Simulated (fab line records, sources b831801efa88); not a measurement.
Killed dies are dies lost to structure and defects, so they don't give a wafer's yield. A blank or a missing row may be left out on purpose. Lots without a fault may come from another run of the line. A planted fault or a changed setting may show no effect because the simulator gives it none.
fab line records | flow sky130
record lots=12 wafers=36 last_day=50
route steps=708 shown RES_PROTECT@215 POLY_GATE@229 SD_P@359 LOCAL_INTERCONNECT@395 PAD_OPEN@708
lots that met no fault: from a run of the same line without faults
start_h: hours from the record's first day to the start of the lot's first wafer shown | wait_h: hours since the lot's step before | " the same as in the row above | L1.1+2: a row that stands for several wafers | - no value, or no start given | * or withheld: withheld | < > ~ a bound
route shown NAME@n: a module of which the file shows steps, and the number in the route of the first | usual: mean/standard deviation of fault-free wafers | same: alike in all rows | chamber/n: place in a boat | sites: the reading at each site | _std_site: their standard deviation | _edge_site: outer sites' mean less inner sites' | radius_mm: how far each site lies from the wafer's centre | mask NAME#n: copy n | behind: the tool/chamber that last shaped the wafer | hold: why the lot was held/for how many hours/how that ended | device: the transistor (n, p or np) that didn't switch | end of line: the same wafers' tests at the end of the route | a step without rows: its recipe alone | killed: dies lost to structure and defects at the first sort, not the wafer's yield | map: a wafer's dies, x killed, . not, _ none there
set.NAME: the setting as run; set.NAME@STEP: as run at that earlier step | model.NAME: the simulator's own value behind a step, which no gauge read
steps of the route over a sample of lots; a table a step, a row a wafer
services: from which hour (start_h, from the record's first day; less than 0 if before it) a tool's chamber was out of use, for how many hours, and why
## steps
# step SKY_RES_PROTECT_TW_MEAS_08
# usual POLY_GATE_TW=4031/36
# columns lot.wafer tool chamber start_h wait_h POLY_GATE_TW
L952.1 film_metro-04 - 338.12 0.1 3995
L952.2 " - " " 3975
L952.3 " - " " 3997
L953.1 film_metro-02 - 355.91 0.1 4029
L953.2 " - " " 4026
L953.5 " - " " 4024
L956.2 film_metro-04 - 401.47 0.1 4011
L956.3 " - " " 4015
L956.5 " - " " 3994
L960.2 film_metro-04 - 417.56 0.1 3985
L960.3 " - " " 3997
L960.6 " - " " 3981
L962.1 film_metro-02 - 425.57 0.1 4071
L962.4 " - " " 4034
L962.5 " - " " 4035
L961.3 film_metro-04 - 426.08 0.1 4000
L961.4 " - " " 3989
L961.5 " - " " 4013
L964.2 film_metro-02 - 449.71 0.1 4037
L964.3 " - " " 4060
L964.5 " - " " 4046
L965.4 film_metro-03 - 460.74 0.1 4072
L965.5 " - " " 4079
L965.6 " - " " 4091
L966.1 film_metro-03 - 469.31 0.1 4094
L966.4 " - " " 4088
L966.6 " - " " 4104
L969.2 film_metro-04 - 491.71 0.1 3982
L969.4 " - " " 3986
L969.6 " - " " 3995
L973.2 film_metro-03 - 531.43 0.1 4112
L973.4 " - " " 4089
L973.5 " - " " 4096
L974.1 film_metro-02 - 534.01 0.1 4022
L974.3 " - " " 4045
L974.4 " - " " 4013
# step SKY_POLY_GATE_ETCH_15
# recipe chemistry=N2/H2 target=BARC ion_energy_ev=200 source_w=500 bias_w=100 pressure_mtorr=30 n2_flow_sccm=100 h2_flow_sccm=200 stop_on=SiO2 time_s=118.5 target_depth_a=1100
# usual drypump_motor_current_A=5.8/0.47 oes_product_au=0.716/0.0044 throttle_valve_pct=13.213/0.0081
# columns lot.wafer tool chamber start_h wait_h drypump_motor_current_A oes_product_au rf_hours_counter_h throttle_valve_pct
L952.1 rie_diel-04 2 368.80 0.0 5.7 0.712 69 13.208
L952.2 " 3 " " 5.3 0.715 7 13.210
L952.3 " 1 " " 5.9 0.717 69 13.206
L953.1 rie_diel-03 0 388.00 0.0 6.1 0.711 2 13.218
L953.2 " 1 " " 6.5 0.717 3 13.212
L953.5 " 0 " " 6.2 0.718 - 13.229
L956.2 rie_diel-03 2 433.26 0.0 6.3 0.715 30 13.220
L956.3 " 0 " " 6.2 0.715 3 13.217
L956.5 " 0 " " 6.2 0.710 - 13.207
L960.2 rie_diel-03 0 451.06 0.0 6.2 0.719 3 13.221
L960.3 " 2 " " 6.3 0.714 31 13.209
L960.6 " 0 " " 6.2 0.712 - 13.199
L962.1 rie_diel-03 2 458.00 0.0 6.3 0.713 31 13.211
L962.4 " 3 " " 5.2 0.720 1 13.202
L962.5 " 2 " " 6.3 0.713 - 13.215
L961.3 rie_diel-01 3 459.38 0.0 5.5 0.718 39 13.203
L961.4 " 2 " " 5.5 0.718 92 13.215
L961.5 " 3 " " 5.5 0.711 - 13.214
L964.2 rie_diel-04 1 482.63 0.0 5.9 0.713 71 13.206
L964.3 " 2 " " 5.8 0.708 71 13.222
L964.5 " 2 " " 5.7 0.714 - 13.206
L965.4 rie_diel-04 3 492.83 0.0 5.3 0.713 10 13.214
L965.5 " 1 " " 5.9 0.707 - 13.211
L965.6 " 2 " " 5.7 0.724 - 13.230
L966.1 rie_diel-01 3 501.86 0.0 5.5 0.716 40 13.225
L966.4 " 3 " " 5.5 0.710 - 13.219
L966.6 " 0 " " 5.2 0.719 - 13.209
L969.2 rie_diel-03 2 523.13 0.0 6.3 0.724 32 13.199
L969.4 " 3 " " 5.2 0.717 2 13.206
L969.6 " 3 " " 5.2 0.718 - 13.227
L973.2 rie_diel-01 2 563.20 0.0 5.5 0.717 1 13.215
L973.4 " 0 " " 5.2 0.715 - 13.214
L973.5 " 2 " " 5.5 0.720 - 13.212
L974.1 rie_diel-04 1 566.58 0.0 5.9 0.715 73 13.216
L974.3 " 2 " " 5.7 0.719 73 13.228
L974.4 " 3 " " 5.3 0.716 11 13.217
# step SKY_SD_N_RS_MEAS_17
# recipe thk_meas_gauge=four-point-probe
# usual SD_P_RS=147.2/0.39
# columns lot.wafer tool chamber start_h wait_h SD_P_RS[ohm/sq]
L952.1 film_metro-01 - 644.45 0.1 147.8
L952.2 " - " " 147.7
L952.3 " - " " 147.6
L953.1 film_metro-02 - 666.13 0.1 147.1
L953.2 " - " " 147.0
L953.5 " - " " 147.3
L956.2 film_metro-01 - 706.90 0.1 146.9
L956.3 " - " " 146.4
L956.5 " - " " 146.9
L960.2 film_metro-03 - 722.63 0.1 147.1
L960.3 " - " " 147.5
L960.6 " - " " 147.2
L962.1 film_metro-03 - 729.44 0.1 147.1
L962.4 " - " " 146.5
L962.5 " - " " 147.1
L961.3 film_metro-02 - 729.64 0.1 147.4
L961.4 " - " " 147.7
L961.5 " - " " 147.9
L964.2 film_metro-01 - 751.28 0.1 146.9
L964.3 " - " " 147.6
L964.5 " - " " 147.4
L965.4 film_metro-01 - 757.14 0.1 147.3
L965.5 " - " " 147.8
L965.6 " - " " 147.7
L966.1 film_metro-03 - 766.78 0.1 146.8
L966.4 " - " " 147.1
L966.6 " - " " 147.0
L969.2 film_metro-02 - 787.79 0.1 147.4
L969.4 " - " " 147.8
L969.6 " - " " 147.5
L973.2 film_metro-02 - 822.40 0.1 147.5
L973.4 " - " " 148.0
L973.5 " - " " 147.8
L974.1 film_metro-03 - 826.46 0.1 146.7
L974.3 " - " " 146.9
L974.4 " - " " 147.1
# step SKY_LOCAL_INTERCONNECT_EXPOSE_08
# recipe mask_id=LI1M na=0.8 source_shape=annular sigma_inner=0.55 sigma_outer=0.85 target_cd_nm=170 dose_mj=28
# usual exposure_dose_mJ_cm2=27.999/0.029
# columns lot.wafer tool chamber start_h wait_h mask exposure_dose_mJ_cm2
L952.1 krf_scanner-02 0 689.65 - LI1M#0 28.014
L952.2 " 0 " " LI1M#0 28.015
L952.3 " 0 " " LI1M#0 27.973
L953.1 krf_scanner-02 0 710.76 - LI1M#0 28.010
L953.2 " 0 " " LI1M#0 27.976
L953.5 " 0 " " LI1M#0 27.969
L956.2 krf_scanner-01 0 752.31 - LI1M#0 28.023
L956.3 " 0 " " LI1M#0 27.983
L956.5 " 0 " " LI1M#0 28.015
L960.2 krf_scanner-02 0 765.67 - LI1M#0 28.030
L960.3 " 0 " " LI1M#0 27.967
L960.6 " 0 " " LI1M#0 28.012
L962.1 krf_scanner-01 0 772.31 - LI1M#0 27.989
L962.4 " 0 " " LI1M#0 27.993
L962.5 " 0 " " LI1M#0 28.048
L961.3 krf_scanner-02 0 773.89 - LI1M#0 27.955
L961.4 " 0 " " LI1M#0 27.933
L961.5 " 0 " " LI1M#0 27.979
L964.2 krf_scanner-01 0 794.07 - LI1M#0 28.057
L964.3 " 0 " " LI1M#0 27.957
L964.5 " 0 " " LI1M#0 28.009
L965.4 krf_scanner-02 0 800.10 - LI1M#0 29.422
L965.5 " 0 " " LI1M#0 29.445
L965.6 " 0 " " LI1M#0 29.443
L966.1 krf_scanner-02 0 809.30 - LI1M#0 29.469
L966.4 " 0 " " LI1M#0 29.449
L966.6 " 0 " " LI1M#0 29.463
L969.2 krf_scanner-02 0 830.82 - LI1M#0 28.884
L969.4 " 0 " " LI1M#0 28.899
L969.6 " 0 " " LI1M#0 28.896
L973.2 krf_scanner-01 0 864.71 - LI1M#0 28.010
L973.4 " 0 " " LI1M#0 28.026
L973.5 " 0 " " LI1M#0 28.004
L974.1 krf_scanner-01 0 868.60 - LI1M#0 28.004
L974.3 " 0 " " LI1M#0 28.017
L974.4 " 0 " " LI1M#0 28.020
# step SKY_LOCAL_INTERCONNECT_CD_MEAS_11
# recipe target_cd_nm=170
# usual cd_nm=170.5/1.3
# columns lot.wafer tool chamber start_h wait_h cd_nm
L952.1 cd_sem-02 - 703.85 - 170.1
L952.2 " - " " 168.5
L952.3 " - " " 168.7
L953.1 cd_sem-02 - 724.66 - 170.7
L953.2 " - " " 170.6
L953.5 " - " " 170.4
L956.2 cd_sem-02 - 765.63 - 170.1
L956.3 " - " " 169.4
L956.5 " - " " 171.3
L960.2 cd_sem-02 - 779.33 - 170.6
L960.3 " - " " 171.5
L960.6 " - " " 170.0
L962.1 cd_sem-01 - 785.71 - 170.9
L962.4 " - " " 169.9
L962.5 " - " " 170.6
L961.3 cd_sem-02 - 787.31 - 168.3
L961.4 " - " " 168.3
L961.5 " - " " 171.1
L964.2 cd_sem-02 - 807.22 - 172.7
L964.3 " - " " 172.8
L964.5 " - " " 170.9
L965.4 cd_sem-02 - 813.52 - 160.5
L965.5 " - " " 161.4
L965.6 " - " " 161.8
L966.1 cd_sem-02 - 822.46 - 160.5
L966.4 " - " " 160.9
L966.6 " - " " 159.4
L969.2 cd_sem-01 - 844.37 - 164.5
L969.4 " - " " 162.9
L969.6 " - " " 166.1
L973.2 cd_sem-02 - 877.48 - 169.9
L973.4 " - " " 172.4
L973.5 " - " " 170.8
L974.1 cd_sem-02 - 881.37 - 170.5
L974.3 " - " " 170.8
L974.4 " - " " 170.9
# step SKY_PAD_OPEN_PROBE_99
# usual killed_at_M0_to_M3=43/6.6 killed_at_M4_up=2.9/1.6 killed_at_contacts=24/4.9 killed_at_front_end=15/4.5 killed_at_other=0.2/0.45 killed_dies=86/8.8 killed_on_rim=16/4.2 killed_open=48/6.4 killed_short=38/5.6
# same gross_dies=492 killed_at_back_side=0
# columns lot.wafer tool chamber start_h wait_h killed_at_M0_to_M3 killed_at_M4_up killed_at_contacts killed_at_front_end killed_at_other killed_dies killed_on_rim killed_open killed_short
L960.2 prober-02 - 1133.44 0.1 46 3 17 24 1 91 15 51 40
L960.3 prober-02 - 1133.49 0.2 50 5 25 13 0 93 17 48 45
L960.6 prober-02 - 1133.64 0.2 48 1 24 19 0 92 17 53 39
L965.4 prober-01 - 1157.63 0.2 57 2 20 12 1 92 9 53 39
L965.5 prober-01 - 1157.68 0.2 48 1 23 9 0 81 17 42 39
L965.6 prober-01 - 1157.73 0.2 57 3 21 14 0 95 21 56 39
# killed by level:class
L960.2 VIA1:geometric_particle:open=11 VIA3:geometric_particle:open=9 METAL2:geometric_particle:short=6 FIELD_ISO:geometric_particle:short=5 FIELD_ISO:geometric_particle:open=5 POLY_GATE:geometric_particle:short=5 VIA3:geometric_particle:short=5 LI_CONTACT:geometric_particle:open=5
L960.3 VIA1:geometric_particle:open=13 METAL1:geometric_particle:short=9 LI_CONTACT:geometric_particle:open=8 VIA2:geometric_particle:open=7 VIA3:geometric_particle:open=7 FIELD_ISO:geometric_particle:short=5 CONTACT:geometric_particle:open=5 LOCAL_INTERCONNECT:geometric_particle:short=5
L960.6 CONTACT:geometric_particle:open=12 VIA1:geometric_particle:open=12 VIA2:geometric_particle:open=9 POLY_GATE:geometric_particle:open=7 VIA2:geometric_particle:short=7 VIA1:geometric_particle:short=6 VIA3:geometric_particle:open=5 FIELD_ISO:geometric_particle:short=4
L965.4 VIA1:geometric_particle:open=11 VIA2:geometric_particle:open=9 CONTACT:geometric_particle:open=8 VIA3:geometric_particle:open=7 VIA1:geometric_particle:short=6 VIA3:geometric_particle:short=6 METAL2:geometric_particle:short=5 METAL3:geometric_particle:short=5
L965.5 VIA1:geometric_particle:open=12 CONTACT:geometric_particle:short=8 CONTACT:geometric_particle:open=8 VIA3:geometric_particle:open=7 VIA2:geometric_particle:open=6 METAL3:geometric_particle:short=6 VIA1:geometric_particle:short=5 POLY_GATE:geometric_particle:open=4
L965.6 VIA1:geometric_particle:open=23 VIA3:geometric_particle:open=9 CONTACT:geometric_particle:open=7 METAL1:geometric_particle:short=6 METAL2:geometric_particle:short=6 LI_CONTACT:geometric_particle:open=5 CONTACT:geometric_particle:short=5 VIA1:geometric_particle:short=4
## services
# columns tool chamber start_h hours kind
krf_scanner-02 - 372.02 0.8 pm
krf_scanner-02 - 376.22 1.3 pm
krf_scanner-01 - 406.32 1.0 pm
krf_scanner-02 - 416.39 1.0 pm
rie_diel-03 3 435.47 11.3 repair
rie_diel-03 - 472.86 0.3 repair
krf_scanner-01 - 488.80 0.8 pm
krf_scanner-02 - 501.06 4.4 pm
krf_scanner-01 - 506.56 1.3 pm
krf_scanner-01 - 507.94 5.6 repair
krf_scanner-02 - 540.82 0.8 pm
krf_scanner-02 - 552.12 1.3 pm
rie_diel-03 2 555.01 3.4 repair
krf_scanner-02 - 580.77 0.4 repair
krf_scanner-02 - 585.39 1.0 pm
krf_scanner-02 - 633.06 0.2 repair
krf_scanner-02 - 640.76 10.5 repair
krf_scanner-02 - 709.62 0.8 pm
krf_scanner-02 - 715.17 7.2 pm
krf_scanner-02 - 728.31 1.3 pm
krf_scanner-02 - 750.13 6.0 pm
krf_scanner-02 - 756.13 1.0 pm
krf_scanner-02 - 757.46 0.5 repair
krf_scanner-02 - 766.19 3.1 repair
## key
first_sign step=SKY_LOCAL_INTERCONNECT_EXPOSE_08 reading=exposure_dose_mJ_cm2 direction=up sigmas=44 usual=* struck=*
effect step=SKY_LOCAL_INTERCONNECT_CD_MEAS_11 reading=cd_nm direction=down sigmas=6.4 usual=170.5 struck=162.0 through=control_loop
met_at SKY_LOCAL_INTERCONNECT_EXPOSE_08
struck_lots L965,L966,L969
tester_left_out L965,L966,L969
loop_trim step=SKY_LOCAL_INTERCONNECT_EXPOSE_08 setting=dose lots=L969
not_acting_at SKY_RES_PROTECT_TW_MEAS_08,SKY_POLY_GATE_ETCH_15,SKY_SD_N_RS_MEAS_17
onset_between 773.89 800.10
fault kind=process_parameter_drift tool=krf_scanner-02 chamber=- onset_h=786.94 steps=SKY_LOCAL_INTERCONNECT_EXPOSE_08 channel=dose_mj offset=1.4305 shape=step acts_in=these_recipes_only stated=28
# tester_left_out: of these lots the tester's yield and bins aren't shown, on N5 and GAA mostly nor the transistor test; their killed dies are dies lost to structure and defects alone, not to doping, threshold or leakage, so they don't give the yield
# loop_trim: a control loop set the setting to another value than it would have without faults
